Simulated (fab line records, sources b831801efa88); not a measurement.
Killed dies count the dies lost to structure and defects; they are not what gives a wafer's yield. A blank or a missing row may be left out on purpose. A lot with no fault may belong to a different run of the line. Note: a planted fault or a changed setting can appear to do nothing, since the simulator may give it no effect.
A lot that was struck, set against a sound lot    flow sky130    16 out of 708 route steps
Sound: wafers L696.1, L696.2, L696.5. Wafers struck: L704.1, L704.3, L704.6. The cause comes at the end.
For every step that has rows: the tool of each side, followed by ch and its chambers, followed by its first start. Under that, the readings that differ: sound wafers    struck wafers    difference of the means    sigmas: that difference in standard deviations of wafers without a fault.
alike: words and numbers the same on both sides, and readings whose means are apart by under 2 such deviations; not compared: readings that were withheld, readings missing a value for some wafer, numbers with overlapping values and no deviation given by the record, and bounds like >300 which may hide the same value.
A row with sigmas, a row that says differs or no value, or rows on one side alone: a step with any of these is where the two part. When numbers do not overlap yet have no deviation, they are printed without sigmas and do not part them. A reading missing from all wafers of one side parts the sides only when that side holds two or more wafers.

first, 1 step without rows for these wafers: SKY_METAL5_CLEAN_19 (cleans in O3/DIW).
SKY_PASSIVATION_CVD_00: deposits SiO2, target thk 90 nm.
  sound on pecvd-04 ch 0,2, day 45 10:56; struck on pecvd-02 ch 0,2, day 48 00:14
  alike: heater_power_w
SKY_PASSIVATION_THK_MEAS_01:
  struck on film_metro-04, day 48 00:16; sound on film_metro-03, day 45 10:58
  alike: PASSIVATION_CVD_00_THK
SKY_PASSIVATION_CVD_02: deposits Si3N4, target thk 540 nm.
  sound on pecvd-01 ch 1,2, day 45 11:01; struck on pecvd-01 ch 0,1,2, day 48 00:20
  alike: heater_power_w
SKY_PASSIVATION_THK_MEAS_03:
  struck on film_metro-02, day 48 00:33; sound on film_metro-03, day 45 11:22
  alike: PASSIVATION_CVD_02_THK
then, 7 steps without rows for these wafers: SKY_PASSIVATION_DEHYDRATE_04 (time 60 s); SKY_PASSIVATION_HMDS_05 (prime time 60 s); SKY_PASSIVATION_COAT_06 (resist thk 3000 nm); SKY_PASSIVATION_SOFTBAKE_07; SKY_PASSIVATION_EXPOSE_08 (exposes mask NSM, target cd 3000 nm); SKY_PASSIVATION_PEB_09; SKY_PASSIVATION_DEVELOP_10 (develop time 60 s).
SKY_PASSIVATION_ETCH_11: etches the open film in CF4/O2, stops on AlCu, target depth 725 nm, time 161.1 s.
  sound on rie_diel-03 ch 0,1, day 46 08:44; struck on rie_diel-03 ch 0,2,3, day 48 19:08
reading                                        sound              struck             difference  sigmas
rf_fwd_power_W (W)                             793.4 796.2 795.7  925.3 920.9 925.2  +128.7      +48
model.coat_of_PASSIVATION_COAT_06.thk_nm (nm)  2496 2488 2491     2430 2443 2438     -55         
  alike: chamber_pressure_mTorr, drypump_motor_current_A, oes_product_au, throttle_valve_pct
  not compared: rf_hours_counter_h
SKY_PASSIVATION_STRIP_12: strips in O2/N2.
  sound on plasma_asher-04 ch 0,1, day 46 08:50; struck on plasma_asher-03 ch 0,1, day 48 19:14
reading                       sound              struck             difference  sigmas
strip_time_to_endpoint_s (s)  31.27 31.16 31.20  30.53 30.68 30.60  -0.61       -5
  alike: chamber_pressure_mTorr, drypump_motor_current_A, oes_product_au
  not compared: rf_hours_counter_h
then, 1 step without rows for these wafers: SKY_PAD_OPEN_DEHYDRATE_00 (time 60 s).
SKY_PAD_OPEN_PROBE_99:
  sound wafers here have rows in the record (prober-02, day 47 07:15); struck ones have none

## WHERE THEY PART
First at SKY_PASSIVATION_ETCH_11; last, within this record, at SKY_PAD_OPEN_PROBE_99.

WHY: what the simulator had put in
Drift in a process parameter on rie_diel-03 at SKY_PASSIVATION_ETCH_11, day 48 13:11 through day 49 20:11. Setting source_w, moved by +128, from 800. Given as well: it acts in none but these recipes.
